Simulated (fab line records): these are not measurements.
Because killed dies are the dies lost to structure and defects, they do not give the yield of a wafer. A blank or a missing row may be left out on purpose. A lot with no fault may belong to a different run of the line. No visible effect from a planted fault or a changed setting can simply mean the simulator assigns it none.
Which tool is to blame? ; flow gf180mcu ; Sampling: 14 lots, 42 wafers, 5 of 602 route steps

## WHAT EACH GAUGE READ, for each wafer
GF_STI_BOW_MEAS_00.
lot;measured;on;INCOMING_BOW (um)
L374;day 1 10:01;film metro-01;-9 -4 -7
L375;day 1 15:00;film metro-03;0 -5 2
L377;day 2 01:00;film metro-02;10 -11 19
L378;day 2 06:00;film metro-01;1 -3 13
L379;day 2 11:00;film metro-02;-4 -12 16
L381;day 2 21:00;film metro-03;7 1 4
L382;day 3 02:00;film metro-01;3 -11 -16
L383;day 3 07:04;film metro-01;-5 -2 -8
L384;day 3 12:01;film metro-03;-11 6 6
L391;day 4 23:00;film metro-01;-7 -9 -3
L392;day 5 04:01;film metro-02;-5 6 -1
L394;day 5 14:00;film metro-02;4 -3 -12
L396;day 6 00:02;film metro-02;-3 -14 4
L397;day 6 05:01;film metro-03;1 7 -2

GF_STI_THK_MEAS_22.
lot;measured;on;STI_OXIDATION_01_THK (nm)
L374;day 2 04:57;film metro-02;14.7 14.7 14.6
L375;day 2 10:02;film metro-02;14.6 14.4 14.9
L377;day 2 20:57;film metro-02;14.7 14.5 14.8
L378;day 3 03:56;film metro-03;14.3 14.7 14.8
L379;day 3 08:07;film metro-03;14.8 14.7 14.8
L381;day 3 16:23;film metro-01;15.3 15.1 15.3
L382;day 3 23:28;film metro-02;15.2 15.0 15.1
L383;day 4 03:10;film metro-01;15.3 15.1 14.9
L384;day 4 05:28;film metro-02;15.0 14.9 15.1
L391;day 5 18:52;film metro-01;- - -
L392;day 6 02:24;film metro-03;- - -
L394;day 6 13:05;film metro-01;15.5 15.3 15.1
L396;day 6 23:18;film metro-02;15.5 15.5 15.6
L397;day 7 05:20;film metro-02;14.8 14.7 14.9

GF_DNWELL_TW_MEAS_09.
lot;measured;on;DNWELL_TW
L374;day 2 21:41;film metro-01;1351 1343 1351
L375;day 3 06:01;film metro-02;1354 1352 1356
L377;day 3 16:49;film metro-04;1364 1374 1370
L378;day 3 20:07;film metro-01;1343 1354 1352
L379;day 3 23:52;film metro-04;1351 1363 1354
L381;day 4 15:37;film metro-01;1357 1355 1353
L382;day 4 16:37;film metro-02;1344 1343 1345
L383;day 4 19:34;film metro-04;1383 1378 1377
L384;day 4 22:17;film metro-01;1354 1361 1365
L394;day 7 07:40;film metro-02;1351 1352 1353
L396;day 7 19:28;film metro-02;1353 1356 1346
L397;day 8 01:01;film metro-04;1366 1369 1363

GF_LVPWELL_TW_MEAS_11.
lot;measured;on;LVPWELL_TW
L374;day 3 22:55;film metro-04;565 568 567
L375;day 4 08:51;film metro-04;566 568 565
L377;day 4 20:03;film metro-04;570 567 570
L378;day 5 00:09;film metro-03;562 558 564
L379;day 5 04:36;film metro-01;563 564 560
L381;day 5 21:45;film metro-01;558 558 559
L382;day 5 22:06;film metro-03;557 558 561
L383;day 6 01:11;film metro-03;553 554 556
L384;day 6 04:57;film metro-03;558 556 552
L394;day 8 17:35;film metro-04;565 564 566
L396;day 9 06:07;film metro-04;566 569 565
L397;day 9 12:06;film metro-04;571 568 570

## EACH LOT AND THE TOOL THAT RAN IT (in order: tool; ch and the chambers of the sampled wafers; start)
lot;GF_STI_CVD_03
L374;lpcvd-02 ch 0, day 1 12:23
L375;lpcvd-01 ch 0, day 1 16:37
L377;lpcvd-01 ch 0, day 2 02:44
L378;lpcvd-01 ch 0, day 2 07:34
L379;lpcvd-02 ch 1, day 2 16:56
L381;lpcvd-01 ch 1, day 2 23:09
L382;lpcvd-01 ch 0, day 3 05:23
L383;lpcvd-02 ch 1, day 3 09:14
L384;lpcvd-01 ch 0, day 3 13:38
L391;lpcvd-01 ch 1, day 5 00:37
L392;lpcvd-01 ch 1, day 5 06:16
L394;lpcvd-02 ch 1, day 5 17:08
L396;lpcvd-01 ch 0, day 6 03:50
L397;lpcvd-02 ch 1, day 6 07:10
- GF_STI_CVD_03: deposits Si3N4 from DCS/NH3, target thk 207.16 nm, time 3551 s.

## WHAT THE TOOLS THEMSELVES READ (means of the sampled wafers that have a number; where no wafer has one, the mark that the record gives instead)
GF_STI_CVD_03.
lot;tool;pressure mtorr (mTorr);spike tc bottom C (C)
L374;lpcvd-02;249.7;793.1
L375;lpcvd-01;250.4;789.2
L377;lpcvd-01;250.2;790.2
L378;lpcvd-01;250.2;790.7
L379;lpcvd-02;250.1;788.4
L381;lpcvd-01;249.5;786.3
L382;lpcvd-01;250.4;790.4
L383;lpcvd-02;249.5;788.5
L384;lpcvd-01;250.3;789.3
L391;lpcvd-01;-;-
L392;lpcvd-01;-;-
L394;lpcvd-02;250.0;788.8
L396;lpcvd-01;249.6;790.9
L397;lpcvd-02;249.7;787.6

## THE ANSWER, worked out from the rows above alone
Rule: the usual values come from the lots themselves. The widest of any qualifying gaps counts: lots, ordered by their means at a reading, are off when they make up no more than a third of the lots, leave a main group of 4 or more, and stand apart from it by 3 or more times the standard deviation of that group's means. A main group whose means are all the same, to the digits that the tables above print for the reading, isn't used. Also off: a lot with no number at a reading for which 4 or more lots have one. The other lots that the step has rows for count as sound. After the gauges, taken in route order, come the tools' own readings; for these a lot's mean is taken, as printed above. The first step at which some lot is off is used, and at that step the reading that is off furthest; a lot without a number counts as furthest.
Off: L391, L392, seen at GF_STI_THK_MEAS_22 (STI_OXIDATION_01_THK). Without a number there: L391, L392. For the main group the mean is 14.9 nm and the standard deviation 0.29.
If a tool, at a process step before that reading, ran all the lots that are off and no sound lot after the first of them, it fits. The gauges at GF_STI_THK_MEAS_22 aren't tried: what is off there is off at GF_STI_CVD_03 too, on other tools, and a gauge's error can't cause that. Of those tried, none fits.

## WHAT THE SIMULATOR HAD PUT IN
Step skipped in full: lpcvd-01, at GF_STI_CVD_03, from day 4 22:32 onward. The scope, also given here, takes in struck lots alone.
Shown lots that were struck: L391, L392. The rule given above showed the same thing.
